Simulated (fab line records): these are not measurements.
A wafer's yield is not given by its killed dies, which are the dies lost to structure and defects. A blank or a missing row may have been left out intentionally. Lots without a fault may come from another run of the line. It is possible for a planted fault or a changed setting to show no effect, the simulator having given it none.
Which of the tools did it? :: flow gf180mcu :: 7 lots, 21 wafers sampled, at 3 steps of a route of 602

## WHAT THE GAUGES SHOWED, per wafer
GF_POLY_GATE_CD_MEAS_10 targets a cd of 280 nm.
lot: L676
measured: day 9 12:14
on: cd sem-02
cd nm (nm): 280.9 279.8 281.0

lot: L681
measured: day 11 04:20
on: cd sem-02
cd nm (nm): 281.8 280.2 280.7

lot: L686
measured: day 12 10:31
on: cd sem-01
cd nm (nm): 281.9 281.5 281.4

lot: L688
measured: day 12 23:50
on: cd sem-01
cd nm (nm): 279.2 279.6 278.8

lot: L690
measured: day 13 07:32
on: cd sem-01
cd nm (nm): 279.8 282.0 281.8

lot: L694
measured: day 14 14:26
on: cd sem-01
cd nm (nm): 283.2 282.4 281.4

lot: L698
measured: day 15 16:49
on: cd sem-02
cd nm (nm): 277.9 279.0 278.3

## TOOL THAT RAN EACH LOT (tool first, then ch and the chambers of the sampled wafers, then the start)
lot: L676
GF_VT_IMPLANT_STRIP_20: plasma asher-04 ch 0,1, day 6 13:54
GF_POLY_GATE_DEVELOP_09: litho track-01 ch 0, day 9 12:05

lot: L681
GF_VT_IMPLANT_STRIP_20: plasma asher-04 ch 0,1, day 7 23:30
GF_POLY_GATE_DEVELOP_09: litho track-01 ch 0, day 11 04:07

lot: L686
GF_VT_IMPLANT_STRIP_20: plasma asher-03 ch 0,1, day 9 04:32
GF_POLY_GATE_DEVELOP_09: litho track-01 ch 0, day 12 10:22

lot: L688
GF_VT_IMPLANT_STRIP_20: plasma asher-04 ch 0,1, day 9 17:50
GF_POLY_GATE_DEVELOP_09: litho track-03 ch 0, day 12 23:41

lot: L690
GF_VT_IMPLANT_STRIP_20: plasma asher-03 ch 0,1, day 10 04:54
GF_POLY_GATE_DEVELOP_09: litho track-03 ch 0, day 13 07:23

lot: L694
GF_VT_IMPLANT_STRIP_20: plasma asher-03 ch 1, day 11 08:11
GF_POLY_GATE_DEVELOP_09: litho track-03 ch 0, day 14 14:17

lot: L698
GF_VT_IMPLANT_STRIP_20: plasma asher-03 ch 0,1, day 12 10:11
GF_POLY_GATE_DEVELOP_09: litho track-01 ch 0, day 15 16:40
- GF_VT_IMPLANT_STRIP_20: strips in O2/N2.
- GF_POLY_GATE_DEVELOP_09: develop time 60 s.

## THE ANSWER, worked out from the rows above alone
Rule: usual is defined by the lots themselves. The widest of any qualifying gaps counts: lots, ordered by their means at a reading, are off when they make up no more than a third of the lots, leave a main group of 4 or more, and stand apart from it by 3 or more times the standard deviation of that group's means. A main group is skipped when, at the precision printed for the reading in the tables above, its means are all equal. Also off: a lot with no number at a reading for which 4 or more lots have one. Where the step has rows for the other lots, those lots are counted as sound.
Across all readings shown, no lot is off: no conclusion can be drawn from this.

## WHAT WAS PUT IN BY THE SIMULATOR
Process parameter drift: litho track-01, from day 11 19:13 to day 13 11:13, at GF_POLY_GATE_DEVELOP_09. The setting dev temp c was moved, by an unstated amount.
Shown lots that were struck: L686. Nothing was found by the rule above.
